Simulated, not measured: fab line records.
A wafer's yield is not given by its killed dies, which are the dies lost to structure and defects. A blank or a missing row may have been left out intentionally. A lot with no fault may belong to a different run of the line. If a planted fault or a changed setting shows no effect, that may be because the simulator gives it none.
fab line records	flow gf180mcu
[record] lots = 12	wafers = 36	lastDay = 34
route steps=602 shown STI@15 DNWELL@40 HV_LDD@231
lots that met no fault: from a run of the same line without faults
startH: hours from the record's opening day to when the first of the lot's shown wafers began	waitH: hours elapsed since this lot's preceding step	" as in the row above	L1.1+2: one row covering several wafers at once	- value missing, or start not given	* or withheld: withheld	< > ~ a bound
route shown NAME@n: names a module that has steps shown in the file, with the first one's number in the route	usual: average and standard deviation across the fault-free wafers	same: alike in all rows	chamber/n: place in a boat	sites: the reading at each site	_std_site: their standard deviation	_edge_site: the outer-site mean with the inner-site mean subtracted	radiusMm: for every site, how far away it sits from the centre of the wafer	mask NAME#n: copy n	behind: tool/chamber where the wafer was last shaped	hold: cause of the lot's hold/its duration in hours/its outcome	device: which transistor (n, p or np) failed to switch	end of line: the route-end tests of the same wafers	a step with no rows: only its recipe	killed: at the first sort, the dies lost to defects and structure; wafer yield is something else	map: the dies of a wafer, with x for killed, . for not killed, _ for no die there
set.NAME: setting as actually run; set.NAME@STEP: the setting as run at that earlier step	model.NAME: the simulator's own value behind a step, which no gauge read
one table for each step of the route and one row for each wafer, over a sample of lots
services: from which hour (startH, from the record's first day; less than 0 if before it) a tool's chamber was out of use, for how many hours, and why
[[steps]]
[step GF_STI_ETCH_14]
[recipe] target = Si	chemistry = HBr/Cl2/O2	targetDepthNm = 360	icpW = 600	biasW = 150	pressureMtorr = 15	HBr_flow_sccm = 150	Cl2_flow_sccm = 40	O2_flow_sccm = 6	timeS = 102.9
[usual] chamberPressureMTorr = 15.001/0.013	drypumpMotorCurrentA = 5.8/0.47	oesProductAu = 1.003/0.0095	throttleValvePct = 25.656/0.0098
lot.wafer	tool	chamber	startH	waitH	chamberPressureMTorr	drypumpMotorCurrentA	oesProductAu	rfHoursCounterH	throttleValvePct
L153.2	rieSi-02	1	30.27	0.0	15.018	5.2	0.987	119	25.665
L153.4	"	3	"	"	14.987	5.6	0.995	107	25.679
L153.5	"	1	"	"	14.986	5.2	0.979	-	25.655
L155.1	rieSi-02	0	40.84	0.0	14.980	6.1	1.004	70	25.660
L155.2	"	2	"	"	15.001	5.0	1.006	2	25.665
L155.6	"	2	"	"	14.992	5.0	1.010	-	25.654
L157.4	rieSi-01	2	50.94	0.0	15.006	5.6	1.002	3	25.665
L157.5	"	0	"	"	15.009	5.6	1.024	-	25.641
L157.6	"	3	"	"	14.982	6.2	0.998	-	25.643
L160.1	rieSi-02	2	67.02	0.0	15.005	5.0	0.991	2	25.682
L160.3	"	0	"	"	14.998	6.1	0.992	70	25.652
L160.5	"	0	"	"	15.018	6.1	0.990	-	25.678
L161.1	rieSi-02	0	72.12	0.0	15.002	6.1	0.675	70	25.876
L161.3	"	2	"	"	15.009	5.0	0.992	2	25.657
L161.5	"	1	"	"	15.011	5.2	0.993	-	25.660
L163.3	rieSi-02	3	83.57	0.0	14.988	5.6	1.004	108	25.656
L163.4	"	2	"	"	15.020	5.0	0.684	3	25.862
L163.6	"	2	"	"	15.019	5.0	1.003	-	25.652
L168.2	rieSi-01	0	108.87	0.0	14.984	5.6	1.012	18	25.662
L168.5	"	1	"	"	14.991	6.6	1.014	-	25.660
L168.6	"	0	"	"	14.975	5.6	1.010	-	25.644
L169.2	rieSi-01	3	113.87	0.0	15.012	6.1	1.007	70	25.661
L169.4	"	2	"	"	14.983	5.7	1.003	3	25.670
L169.6	"	3	"	"	14.994	6.2	1.006	-	25.658
L170.1	rieSi-01	1	118.37	0.0	15.023	6.5	1.006	100	25.668
L170.3	"	2	"	"	14.980	5.6	0.994	3	25.677
L170.6	"	0	"	"	15.009	5.6	1.005	-	25.648
L171.4	rieSi-01	2	125.14	0.0	15.022	5.7	0.990	3	25.656
L171.5	"	0	"	"	14.993	5.6	1.003	-	25.638
L171.6	"	1	"	"	15.017	6.6	1.017	-	25.651
L172.1	rieSi-01	0	130.37	0.0	14.983	5.6	1.008	19	25.651
L172.2	"	2	"	"	14.991	5.6	1.005	3	25.657
L172.3	"	3	"	"	15.015	6.1	1.001	70	25.659
L175.2	rieSi-02	3	144.74	0.0	14.993	5.6	0.989	108	25.664
L175.5	"	1	"	"	15.016	5.2	0.996	-	25.663
L175.6	"	0	"	"	15.004	6.1	0.999	-	25.656
[step GF_STI_STRIP_15]
[recipe] chemistry = O2/N2	powerW = 1400	pressureMtorr = 1500	platenTempC = 250	o2FlowSccm = 3000	n2FlowSccm = 300	overashFraction = 0.5
[usual] chamberPressureMTorr = 1500.0/1.4	drypumpMotorCurrentA = 5.8/0.5	heaterPowerW = 318/26	oesProductAu = 0.384/0.0052	stripTimeToEndpointS = 3.73/0.06
lot.wafer	tool	chamber	startH	waitH	chamberPressureMTorr	drypumpMotorCurrentA	heaterPowerW	oesProductAu	rfHoursCounterH	stripTimeToEndpointS
L153.2	plasmaAsher-02	1	30.34	0.0	1501.0	6.2	284	0.384	35	3.71
L153.4	"	1	"	"	1499.1	6.2	288	0.381	-	3.65
L153.5	"	1	"	"	1500.4	6.2	285	0.388	-	3.72
L155.1	plasmaAsher-02	0	40.91	0.0	1500.2	6.2	302	0.387	36	3.78
L155.2	"	1	"	"	1499.6	6.2	289	0.390	36	3.73
L155.6	"	1	"	"	1498.9	6.2	290	0.386	-	3.76
L157.4	plasmaAsher-02	1	51.05	0.1	1501.0	6.3	291	0.381	-	3.72
L157.5	"	0	"	"	1500.0	6.3	303	0.385	-	3.65
L157.6	"	1	"	"	1499.3	6.2	280	0.381	-	3.77
L160.1	plasmaAsher-01	0	67.09	0.0	1498.6	4.9	318	0.386	26	3.82
L160.3	"	1	"	"	1500.4	5.7	362	0.383	-	3.69
L160.5	"	1	"	"	1500.7	5.7	349	0.391	-	3.73
L161.1	plasmaAsher-01	0	72.19	0.0	1501.0	4.9	321	0.401	27	4.34
L161.3	"	1	"	"	1502.4	5.7	359	0.379	-	3.73
L161.5	"	1	"	"	1498.9	5.7	358	0.382	-	3.67
L163.3	plasmaAsher-02	0	83.68	0.1	1499.2	6.3	309	0.377	-	3.75
L163.4	"	1	"	"	1500.9	6.2	284	0.400	-	4.31
L163.6	"	0	"	"	1500.3	6.3	303	0.384	-	3.77
L168.2	plasmaAsher-02	0	108.94	0.0	1501.4	6.3	304	0.388	45	3.74
L168.5	"	0	"	"	1500.9	6.3	304	0.382	-	3.70
L168.6	"	1	"	"	1500.9	6.2	276	0.380	-	3.63
L169.2	plasmaAsher-02	1	113.94	0.0	1499.7	6.2	293	0.382	46	3.75
L169.4	"	0	"	"	1500.1	6.3	306	0.386	-	3.84
L169.6	"	1	"	"	1501.1	6.2	283	0.384	-	3.85
L170.1	plasmaAsher-01	0	118.44	0.0	1499.6	5.0	330	0.384	34	3.72
L170.3	"	1	"	"	1501.7	5.7	352	0.380	-	3.67
L170.6	"	0	"	"	1501.5	5.0	330	0.385	-	3.66
L171.4	plasmaAsher-02	1	125.25	0.1	1501.4	6.2	284	0.386	-	3.70
L171.5	"	1	"	"	1502.0	6.2	289	0.385	-	3.78
L171.6	"	0	"	"	1502.6	6.2	289	0.375	-	3.64
L172.1	plasmaAsher-04	1	130.44	0.0	1499.4	5.8	355	0.386	45	3.76
L172.2	"	0	"	"	1499.8	5.2	335	0.386	45	3.76
L172.3	"	1	"	"	1497.6	5.7	359	0.390	-	3.77
L175.2	plasmaAsher-01	1	144.81	0.0	1498.5	5.7	353	0.376	36	3.72
L175.5	"	0	"	"	1497.9	4.9	323	0.380	-	3.88
L175.6	"	1	"	"	1499.5	5.7	343	0.391	-	3.69
[step GF_STI_THK_MEAS_24]
[recipe] reads = SiO2_of_STI_CVD_23
[usual] STI_CVD_23_THK = 649/7.3
lot.wafer	tool	chamber	startH	waitH	STI_CVD_23_THK[nm]
L153.2	filmMetro-04	-	32.79	0.0	653
L153.4	"	-	"	"	661
L153.5	"	-	"	"	644
L155.1	filmMetro-03	-	42.66	0.0	643
L155.2	"	-	"	"	648
L155.6	"	-	"	"	650
L157.4	filmMetro-04	-	52.84	0.1	657
L157.5	"	-	"	"	661
L157.6	"	-	"	"	649
L160.1	filmMetro-04	-	68.89	0.0	648
L160.3	"	-	"	"	644
L160.5	"	-	"	"	649
L161.1	filmMetro-01	-	75.37	0.0	639
L161.3	"	-	"	"	647
L161.5	"	-	"	"	643
L163.3	filmMetro-03	-	85.97	0.1	660
L163.4	"	-	"	"	666
L163.6	"	-	"	"	654
L168.2	filmMetro-03	-	111.86	0.0	654
L168.5	"	-	"	"	642
L168.6	"	-	"	"	662
L169.2	filmMetro-03	-	115.81	0.1	639
L169.4	"	-	"	"	635
L169.6	"	-	"	"	645
L170.1	filmMetro-04	-	121.60	0.1	650
L170.3	"	-	"	"	639
L170.6	"	-	"	"	639
L171.4	filmMetro-01	-	128.02	0.1	646
L171.5	"	-	"	"	661
L171.6	"	-	"	"	641
L172.1	filmMetro-04	-	132.78	0.0	648
L172.2	"	-	"	"	633
L172.3	"	-	"	"	645
L175.2	filmMetro-01	-	146.55	0.0	656
L175.5	"	-	"	"	650
L175.6	"	-	"	"	664
[step GF_DNWELL_STRIP_08]
[recipe] chemistry = O2/N2	powerW = 1400	pressureMtorr = 1500	platenTempC = 250	o2FlowSccm = 3000	n2FlowSccm = 300	overashFraction = 0.5
[usual] chamberPressureMTorr = 1499.7/1.3	drypumpMotorCurrentA = 5.6/0.32	heaterPowerW = 334/14	oesProductAu = 0.722/0.0045	stripTimeToEndpointS = 36.90/0.091
lot.wafer	tool	chamber	startH	waitH	chamberPressureMTorr	drypumpMotorCurrentA	heaterPowerW	oesProductAu	rfHoursCounterH	stripTimeToEndpointS
L153.2	plasmaAsher-04	1	48.11	0.1	1499.7	5.7	357	0.720	40	36.88
L153.4	"	1	"	"	1499.5	5.8	368	0.718	-	37.00
L153.5	"	1	"	"	1499.0	5.7	361	0.711	-	36.90
L155.1	plasmaAsher-03	0	57.24	0.1	1499.9	5.9	325	0.721	42	36.84
L155.2	"	1	"	"	1499.0	5.6	330	0.722	42	36.99
L155.6	"	1	"	"	1501.1	5.6	328	0.718	-	36.79
L157.4	plasmaAsher-01	0	68.54	0.1	1500.0	5.0	329	0.716	-	36.77
L157.5	"	0	"	"	1500.9	4.9	326	0.724	-	36.73
L157.6	"	1	"	"	1498.8	5.7	350	0.715	-	36.78
L160.1	plasmaAsher-01	1	85.66	0.1	1500.2	5.7	354	0.721	29	37.07
L160.3	"	0	"	"	1500.6	5.0	326	0.725	-	37.12
L160.5	"	1	"	"	1501.3	5.7	358	0.716	-	37.05
L161.1	plasmaAsher-03	1	94.26	0.1	1498.8	5.6	330	0.728	45	36.80
L161.3	"	0	"	"	1502.0	5.9	317	0.723	-	36.76
L161.5	"	0	"	"	1500.3	5.9	317	0.718	-	36.94
L163.3	plasmaAsher-03	0	103.39	0.1	1499.7	5.9	328	0.724	-	36.95
L163.4	"	1	"	"	1500.3	5.6	327	0.725	-	36.81
L163.6	"	0	"	"	1495.7	5.9	327	0.711	-	36.93
L168.2	plasmaAsher-04	0	129.21	0.1	1499.5	5.2	324	0.721	45	37.00
L168.5	"	0	"	"	1498.6	5.2	323	0.723	-	37.02
L168.6	"	1	"	"	1500.0	5.7	351	0.724	-	37.02
L169.2	plasmaAsher-03	1	135.57	0.1	1500.9	5.6	342	0.715	2	36.95
L169.4	"	1	"	"	1499.5	5.6	347	0.727	-	36.91
L169.6	"	0	"	"	1498.9	5.8	325	0.728	-	36.93
L170.1	plasmaAsher-01	1	138.79	0.1	1500.3	5.7	355	0.721	36	36.84
L170.3	"	0	"	"	1497.7	4.9	325	0.717	-	36.92
L170.6	"	1	"	"	1498.3	5.7	351	0.720	-	36.88
L171.4	plasmaAsher-01	0	145.77	0.1	1499.7	4.9	319	0.718	-	36.93
L171.5	"	1	"	"	1500.8	5.7	357	0.724	-	36.93
L171.6	"	0	"	"	1499.1	5.0	326	0.720	-	36.93
L172.1	plasmaAsher-01	0	150.04	0.1	1499.2	4.9	328	0.720	37	36.97
L172.2	"	1	"	"	1501.7	5.7	356	0.719	37	37.07
L172.3	"	0	"	"	1499.1	4.9	331	0.726	-	36.99
L175.2	plasmaAsher-04	1	165.39	0.1	1499.1	5.7	356	0.722	49	36.99
L175.5	"	0	"	"	1499.1	5.2	324	0.726	-	36.86
L175.6	"	1	"	"	1502.2	5.8	349	0.722	-	36.82
[step GF_HV_LDD_THK_MEAS_55]
[recipe] reads = SiO2_of_HV_LDD_CVD_54
[usual] HV_LDD_CVD_54_THK = 9.92/0.13
lot.wafer	tool	chamber	startH	waitH	HV_LDD_CVD_54_THK[nm]
L153.2	filmMetro-02	-	284.59	0.0	9.92
L153.4	"	-	"	"	9.95
L153.5	"	-	"	"	9.92
L155.1	filmMetro-04	-	299.05	0.0	10.04
L155.2	"	-	"	"	9.93
L155.6	"	-	"	"	9.96
L157.4	filmMetro-02	-	315.59	0.0	9.77
L157.5	"	-	"	"	9.81
L157.6	"	-	"	"	9.90
L160.1	filmMetro-02	-	336.98	0.0	9.78
L160.3	"	-	"	"	9.91
L160.5	"	-	"	"	9.98
L161.1	filmMetro-02	-	354.11	0.0	9.84
L161.3	"	-	"	"	9.86
L161.5	"	-	"	"	9.75
L163.3	filmMetro-04	-	370.33	0.0	9.96
L163.4	"	-	"	"	10.06
L163.6	"	-	"	"	10.07
L168.2	filmMetro-03	-	406.44	0.0	9.93
L168.5	"	-	"	"	10.15
L168.6	"	-	"	"	9.98
L169.2	filmMetro-02	-	414.93	0.0	9.76
L169.4	"	-	"	"	9.77
L169.6	"	-	"	"	9.68
L170.1	filmMetro-02	-	424.58	0.0	9.86
L170.3	"	-	"	"	9.88
L170.6	"	-	"	"	9.94
L171.4	filmMetro-02	-	431.44	0.0	9.89
L171.5	"	-	"	"	10.00
L171.6	"	-	"	"	9.91
L172.1	filmMetro-02	-	444.23	0.0	9.94
L172.2	"	-	"	"	9.87
L172.3	"	-	"	"	10.00
L175.2	filmMetro-02	-	460.37	0.0	9.79
L175.5	"	-	"	"	9.63
L175.6	"	-	"	"	9.68
[[services]]
tool	chamber	startH	hours	kind
plasmaAsher-04	-	17.23	1.4	repair
rieSi-02	2	53.11	5.7	repair
rieSi-01	-	66.41	0.2	repair
plasmaAsher-04	-	70.72	40.1	repair
plasmaAsher-03	-	74.31	14.6	pm
plasmaAsher-03	-	108.75	9.0	pm
plasmaAsher-03	0	108.75	9.0	ventCycle
plasmaAsher-03	1	108.75	9.0	ventCycle
plasmaAsher-03	0	117.75	-	clean
plasmaAsher-03	1	117.75	-	clean
rieSi-01	-	127.95	1.4	repair
rieSi-02	1	156.44	9.7	repair
[[key]]
[firstSign] step = GF_STI_ETCH_14	reading = oesProductAu	direction = down	sigmas = 34	usual = 1.003	struck = 0.680
[effect] step = GF_STI_ETCH_14	reading = throttleValvePct	direction = up	sigmas = 22	usual = 25.656	struck = 25.869
[effect] step = GF_STI_STRIP_15	reading = stripTimeToEndpointS	direction = up	sigmas = 9.9	usual = *	struck = *
metAt GF_STI_ETCH_14
struckLots L161,L163
struckWafers L161.1,L163.4
testerLeftOut L161,L163
notActingAt GF_STI_THK_MEAS_24,GF_DNWELL_STRIP_08,GF_HV_LDD_THK_MEAS_55
onsetBetween 67.02 72.12
[fault] kind = processParameterDrift	tool = rieSi-02	chamber = -	onsetH = 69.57	steps = GF_STI_ETCH_14	channel = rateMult	offset = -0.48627	shape = step	endH = 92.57	scope = struckWafersOnly
// testerLeftOut: of these lots the tester's yield and bins aren't shown, on N5 and GAA mostly nor the transistor test; their killed dies are dies lost to structure and defects alone, not to doping, threshold or leakage, so they don't give the yield
